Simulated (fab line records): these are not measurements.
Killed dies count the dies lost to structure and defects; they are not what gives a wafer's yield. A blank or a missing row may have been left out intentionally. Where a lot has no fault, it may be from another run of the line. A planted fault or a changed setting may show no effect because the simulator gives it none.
Which tool did it? :: flow gf180mcu :: 15 lots, 44 wafers sampled, at 2 steps of a route of 602

## WHAT THE GAUGES SHOWED, per wafer
GF_TOP_METAL_CD_MEAS_14: target cd 440 nm.
lot: L182
measured: day 28 03:41
on: cdSem-02
cdNm (nm): 441.5 440.6 439.7

lot: L183
measured: day 28 10:57
on: cdSem-01
cdNm (nm): 439.5 441.7 439.3

lot: L184
measured: day 28 11:08
on: cdSem-02
cdNm (nm): 437.0 436.9 436.1

lot: L185
measured: day 29 00:31
on: cdSem-01
cdNm (nm): 438.7 436.6 439.3

lot: L186
measured: day 29 02:54
on: cdSem-01
cdNm (nm): 442.4 439.1 439.5

lot: L187
measured: day 29 15:45
on: cdSem-02
cdNm (nm): 442.8 443.1 440.9

lot: L188
measured: day 30 00:13
on: cdSem-02
cdNm (nm): 442.1 444.1 442.9

lot: L189
measured: day 30 04:54
on: cdSem-01
cdNm (nm): 436.6 438.3

lot: L194
measured: day 31 19:19
on: cdSem-01
cdNm (nm): 452.1 450.3 451.1

lot: L195
measured: day 31 20:37
on: cdSem-02
cdNm (nm): 446.6 446.7 446.6

lot: L196
measured: day 32 05:56
on: cdSem-02
cdNm (nm): 447.4 446.5 447.6

lot: L199
measured: day 32 21:28
on: cdSem-02
cdNm (nm): 437.6 437.3 437.6

lot: L200
measured: day 33 02:01
on: cdSem-01
cdNm (nm): 439.3 442.3 439.8

lot: L202
measured: day 33 13:09
on: cdSem-01
cdNm (nm): 436.1 435.7 436.7

lot: L205
measured: day 34 11:12
on: cdSem-01
cdNm (nm): 442.6 443.7 443.2

## WHAT TOOL EACH LOT RAN ON (gives the tool, then ch and the chambers of the sampled wafers, and finally the start)
lot: L182
GF_TOP_METAL_EXPOSE_11: ilineStepper-01 ch 0, day 27 18:02

lot: L183
GF_TOP_METAL_EXPOSE_11: ilineStepper-02 ch 0, day 28 01:14

lot: L184
GF_TOP_METAL_EXPOSE_11: ilineStepper-01 ch 0, day 28 01:29

lot: L185
GF_TOP_METAL_EXPOSE_11: ilineStepper-02 ch 0, day 28 15:11

lot: L186
GF_TOP_METAL_EXPOSE_11: ilineStepper-01 ch 0, day 28 17:47

lot: L187
GF_TOP_METAL_EXPOSE_11: ilineStepper-01 ch 0, day 29 06:53

lot: L188
GF_TOP_METAL_EXPOSE_11: ilineStepper-02 ch 0, day 29 15:14

lot: L189
GF_TOP_METAL_EXPOSE_11: ilineStepper-02 ch 0, day 29 19:57

lot: L194
GF_TOP_METAL_EXPOSE_11: ilineStepper-02 ch 0, day 31 10:34

lot: L195
GF_TOP_METAL_EXPOSE_11: ilineStepper-02 ch 0, day 31 12:28

lot: L196
GF_TOP_METAL_EXPOSE_11: ilineStepper-02 ch 0, day 31 22:01

lot: L199
GF_TOP_METAL_EXPOSE_11: ilineStepper-01 ch 0, day 32 13:23

lot: L200
GF_TOP_METAL_EXPOSE_11: ilineStepper-01 ch 0, day 32 17:52

lot: L202
GF_TOP_METAL_EXPOSE_11: ilineStepper-01 ch 0, day 33 05:19

lot: L205
GF_TOP_METAL_EXPOSE_11: ilineStepper-01 ch 0, day 34 03:53
- GF_TOP_METAL_EXPOSE_11: exposes mask MetalTop, target cd 440 nm.

## WHAT THE TOOLS THEMSELVES READ (means of the sampled wafers that have a number; where no wafer has one, the mark that the record gives instead)
GF_TOP_METAL_EXPOSE_11.
lot: L182
tool: ilineStepper-01
exposureDoseMJCm2: 169.77

lot: L183
tool: ilineStepper-02
exposureDoseMJCm2: 169.93

lot: L184
tool: ilineStepper-01
exposureDoseMJCm2: 169.88

lot: L185
tool: ilineStepper-02
exposureDoseMJCm2: 169.93

lot: L186
tool: ilineStepper-01
exposureDoseMJCm2: 169.67

lot: L187
tool: ilineStepper-01
exposureDoseMJCm2: 169.74

lot: L188
tool: ilineStepper-02
exposureDoseMJCm2: 169.90

lot: L189
tool: ilineStepper-02
exposureDoseMJCm2: 169.99

lot: L194
tool: ilineStepper-02
exposureDoseMJCm2: 164.64

lot: L195
tool: ilineStepper-02
exposureDoseMJCm2: 164.89

lot: L196
tool: ilineStepper-02
exposureDoseMJCm2: 166.61

lot: L199
tool: ilineStepper-01
exposureDoseMJCm2: 169.84

lot: L200
tool: ilineStepper-01
exposureDoseMJCm2: 169.73

lot: L202
tool: ilineStepper-01
exposureDoseMJCm2: 169.90

lot: L205
tool: ilineStepper-01
exposureDoseMJCm2: 170.04

## THE ANSWER, worked out from the rows above alone
Rule: usual is defined by the lots themselves. Put in order of their means at a reading, lots are off if they are a third of the lots or fewer, leave a main group of 4 or more, and stand apart from it by a gap of 3 or more times the standard deviation of the main group's means; of several such gaps the widest counts. The tables above print the reading to a certain number of digits; a main group whose means all agree to those digits is not used. A lot without any number at a reading at which 4 lots or more have one is off too. Where the step has rows for the other lots, those lots are counted as sound. First the gauges in route order, then the tools' own readings, where a lot's mean is used as printed above. The first step at which some lot is off is used, and at that step the reading that is off furthest; a lot without a number counts as furthest.
Off: L194, L195, L196, at GF_TOP_METAL_EXPOSE_11 (exposureDoseMJCm2). Mean 169.86 and standard deviation 0.11 in the main group.
A tool fits if, at that step or a process step before it, it ran every lot that is off, and no sound lot after the first of them. One fits: GF_TOP_METAL_EXPOSE_11 on ilineStepper-02. A fault onset in the window from L189 (day 29 19:57, its last sound lot) to L194 (day 31 10:34, its first lot off) fits.
On the lots that are off, the tool's own readings at GF_TOP_METAL_EXPOSE_11 differ by more than 5 times the standard deviation of the sound lots' means, which bears it out; exposureDoseMJCm2 reads 165.38 there versus 169.86 on the sound lots.

## WHAT THE SIMULATOR HAD INSERTED
Drift in process parameters on ilineStepper-02 at GF_TOP_METAL_EXPOSE_11, starting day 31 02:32. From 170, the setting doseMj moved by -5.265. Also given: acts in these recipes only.
Shown lots that were struck: L194, L195, L196. Same finding as the rule above.
